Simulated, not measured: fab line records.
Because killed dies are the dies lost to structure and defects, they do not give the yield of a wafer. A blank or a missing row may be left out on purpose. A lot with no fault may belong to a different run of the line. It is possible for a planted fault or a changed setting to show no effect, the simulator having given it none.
2 desks, one fault + flow gf180mcu + each desk holds nothing but its own numbers, with what lay behind them at the end

## AT THE METROLOGY DESK
Means of the sampled wafers that have a number, per lot and without regard to the tool the lot ran on: this is what the gauges read. Any lot whose mean is over 4 standard deviations away from the usual mean is out of limits and marked OUT; that distance is given in the brackets.
Columns: A = cd-nm at GF_POLY_GATE_CD_MEAS_10, usual 280.3 nm; B = V1_CVD_00_THK at GF_V1_THK_MEAS_01, usual 600 nm; C = V1_CVD_02_THK at GF_V1_THK_MEAS_03, usual 853 nm; D = V1_OVL at GF_V1_OVL_MEAS_15, usual -2 nm
| lot  | first seen here | A                | B   | C   | D   |
|------|-----------------|------------------|-----|-----|-----|
| L145 | day 9 05:13     | 279.1            | 598 | 854 | -4  |
| L146 | day 9 14:19     | 280.9            | 603 | 845 | -6  |
| L147 | day 9 22:28     | 280.1            | 596 | 851 | -0  |
| L148 | day 10 04:12    | 280.4            | 600 | 850 | -8  |
| L149 | day 10 12:22    | 280.1            | 603 | 865 | 0   |
| L150 | day 10 23:29    | 280.2            | 598 | 859 | 1   |
| L153 | day 11 16:08    | 282.1            | 603 | 856 | -4  |
| L157 | day 12 20:48    | 286.3 (+5.5) OUT | 601 | 861 | -3  |
| L159 | day 13 15:02    | 286.1 (+5.3) OUT | 597 | 856 | -2  |
| L160 | day 13 23:16    | 282.1            | 601 | 862 | 2   |
| L163 | day 14 17:19    | 279.7            | 605 | 856 | 3   |
| L164 | day 15 00:13    | 278.5            | 597 | 862 | -2  |
| L167 | day 15 20:06    | 281.2            | 591 | 840 | -13 |
| L168 | day 16 03:23    | 279.8            | 598 | 857 | 10  |
This desk finds L157, L159 out of limits, L157 being first, at day 12 20:48 (cd-nm at GF_POLY_GATE_CD_MEAS_10). L145, L146, L147, L148, L149, L150, L153, L160, L163, L164, L167, L168: within limits.

## THE TOOL OWNER'S DESK: krf-scanner-01
The tool's own readings at GF_POLY_GATE_EXPOSE_07 (exposes mask Poly2, target cd 280 nm): means of the sampled wafers that have a number, for each lot that ran on this tool. Any lot whose mean is over 4 standard deviations away from the usual mean is out of limits and marked OUT; that distance is given in the brackets.
Columns: A = exposure-dose-mJ-cm2 at GF_POLY_GATE_EXPOSE_07, usual 27.968
| lot  | first seen here | A                |
|------|-----------------|------------------|
| L146 | day 9 06:11     | 27.969           |
| L148 | day 9 19:44     | 27.986           |
| L150 | day 10 14:31    | 27.974           |
| L157 | day 12 10:35    | 26.757 (-43) OUT |
| L159 | day 13 05:22    | 26.940 (-37) OUT |
This desk finds L157, L159 out of limits, L157 being first, at day 12 10:35 (exposure-dose-mJ-cm2 at GF_POLY_GATE_EXPOSE_07). L146, L148, L150: within limits.

## PUT TOGETHER
The tool owner's desk could have raised an alarm at day 12 10:35, on L157, L159.
L157, L159 would have let the metrology desk raise an alarm at day 12 20:48.
On krf-scanner-01, each named lot ran GF_POLY_GATE_EXPOSE_07.

## WHAT THE SIMULATOR HAD INSERTED
Drift in process parameters on krf-scanner-01 at GF_POLY_GATE_EXPOSE_07, starting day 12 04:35. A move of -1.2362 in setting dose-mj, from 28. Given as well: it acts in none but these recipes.
Shown lots that were struck: L157, L159.
Delay (hours) between the fault's onset and each desk's first out-of-limits reading: 6 at the tool owner's desk, 16 at the metrology desk.
